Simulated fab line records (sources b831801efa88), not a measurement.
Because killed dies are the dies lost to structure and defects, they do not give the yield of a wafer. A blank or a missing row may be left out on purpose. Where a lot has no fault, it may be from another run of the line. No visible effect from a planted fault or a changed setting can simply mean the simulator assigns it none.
Lot-split experiment | flow sfqLine | route with 325 steps; 5 lots, 23 wafers read

## ABOUT THE SPLIT
At SFQ_TRILAYER_I1_DEP_PECVD_045 (deposits SiO2 from SiH4/N2O, time 111.11 s, target thk 500 nm), the setting timeS was moved away from the recipe's 111.11 s on 11 of the 23 wafers read, by -10.7% to +14.3%. For the rest of the wafers, this setting stayed at what the recipe calls for.

The split's own step is where the reading is taken.

## THE READING
SiO2_of_TRILAYER_I1_DEP_PECVD_045.thkNm (the simulator's own value, which no gauge read), in nm, at SFQ_TRILAYER_I1_DEP_PECVD_045 (deposits SiO2 from SiH4/N2O, time 111.11 s, target thk 500 nm). The file gives no usual value for it. The 12 wafers here that ran the recipe average 501.3 nm, standard deviation 7.2 nm.

wafer  | tool, chamber at the split | timeS as run, s | against the recipe | SiO2_of_TRILAYER_I1_DEP_PECVD_045.thkNm, nm | against lot-mates on the recipe
L075.1 | pecvd-02, 2                | 111.11          | recipe             | 495.9                                       | -
L075.3 | pecvd-02, 1                | 111.11          | recipe             | 496.5                                       | -
L075.6 | pecvd-02, 2                | 111.11          | recipe             | 501                                         | -
L076.1 | pecvd-01, 1                | 121.7           | +9.5%              | 548.4                                       | +45.8
L076.2 | pecvd-01, 2                | 121.7           | +9.5%              | 541.8                                       | +39.1
L076.3 | pecvd-01, 0                | 121.7           | +9.5%              | 543.3                                       | +40.6
L076.4 | pecvd-01, 0                | 111.11          | recipe             | 505.5                                       | -
L076.5 | pecvd-01, 2                | 111.11          | recipe             | 499.8                                       | -
L079.1 | pecvd-03, 2                | 127             | +14.3%             | 574.1                                       | +73.4
L079.2 | pecvd-03, 1                | 111.11          | recipe             | 491.1                                       | -
L079.4 | pecvd-03, 0                | 111.11          | recipe             | 510.3                                       | -
L079.5 | pecvd-03, 2                | 127             | +14.3%             | 576.7                                       | +76.0
L079.6 | pecvd-03, 1                | 127             | +14.3%             | 572.4                                       | +71.7
L082.1 | pecvd-03, 1                | 120.9           | +8.8%              | 540.5                                       | +31.5
L082.3 | pecvd-03, 1                | 111.11          | recipe             | 505.4                                       | -
L082.4 | pecvd-03, 2                | 111.11          | recipe             | 516.6                                       | -
L082.5 | pecvd-03, 2                | 120.9           | +8.8%              | 567                                         | +58.0
L082.6 | pecvd-03, 1                | 111.11          | recipe             | 505.1                                       | -
L085.1 | pecvd-01, 0                | 99.24           | -10.7%             | 436.1                                       | -58.2
L085.3 | pecvd-01, 1                | 111.11          | recipe             | 493.3                                       | -
L085.4 | pecvd-01, 2                | 99.24           | -10.7%             | 443.5                                       | -50.8
L085.5 | pecvd-01, 1                | 99.24           | -10.7%             | 455.1                                       | -39.2
L085.6 | pecvd-01, 0                | 111.11          | recipe             | 495.3                                       | -

FIT RESULTS
A straight line over all 23 wafers: SiO2_of_TRILAYER_I1_DEP_PECVD_045.thkNm changes by +5.15 nm for each +1% of timeS; r = +0.98; the points scatter about the line by 8.2 nm.
The same after taking each lot's own level away (the mean of its wafers on the recipe; 23 wafers): +4.84 nm for each +1%; r = +0.98; scatter 6.9 nm.
Per that fit: largest timeS move, reading shift of 69 nm.
Measured against the standard deviation above, the lots' own levels, which go from 494.30 to 509.03 nm, span 2.0 times it.
The two slopes agree, so the slope changes little with the lot-to-lot level.
Check: with one of the wafers moved furthest among these (+14.3%) left out of the fit, the line predicts +69.1 nm for it against its lot-mates. Against them it came out at +73.4 nm.

## FURTHER SPLITS ON THESE WAFERS
These wafers also went through other splits before the reading. Each is held against what the fit with the lots' levels taken away leaves over:
other split on the same wafers                     | wafers away from the commonest value | r with SiO2_of_TRILAYER_I1_DEP_PECVD_045.thkNm (lot level and that fit taken away)
SFQ_TRILAYER_L0_LITHO_PEB_008 pebTimeS             | 10                                   | -0.21
SFQ_TRILAYER_L0_BARC_OPEN_METAL_ETCH_010 icpW      | 8                                    | -0.02
SFQ_TRILAYER_L0_VIA_LITHO_PEB_016 pebTimeS         | 12                                   | +0.11
SFQ_TRILAYER_M0_LITHO_COAT_026 spinRpm             | 7                                    | -0.04
SFQ_TRILAYER_I0_VIA_LITHO_COAT_036 spinRpm         | 6                                    | +0.12
SFQ_TRILAYER_I0_VIA_LITHO_PEB_034 pebTimeS         | 11                                   | +0.24
SFQ_TRILAYER_I0_VIA_BARC_OPEN_VIA_ETCH_046 sourceW | 4                                    | -0.13
SFQ_TRILAYER_M1_LITHO_COAT_044 resistThkNm         | 12                                   | -0.34
SFQ_TRILAYER_M1_BARC_OPEN_METAL_ETCH_054 timeS     | 11                                   | +0.21

## THE WHOLE CHAIN: every reading that the file lists as answering this split, in the file's order
step                          | what it does                                                  | reading                                                                                  | change (the file's fit)              | r (the file's)
SFQ_TRILAYER_I1_DEP_PECVD_045 | deposits SiO2 from SiH4/N2O, time 111.11 s, target thk 500 nm | SiO2_of_TRILAYER_I1_DEP_PECVD_045.thkNm (the simulator's own value, which no gauge read) | +4.87 nm for each +1% of the setting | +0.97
SFQ_TRILAYER_I1_CMP_CMP_046   | polishes SiO2                                                 | timeToEndpointS                                                                          | withheld for each +1% of the setting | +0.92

## FILE'S OWN FIT
SiO2_of_TRILAYER_I1_DEP_PECVD_045.thkNm changes by +4.87 nm for each +1% of timeS, r = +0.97.
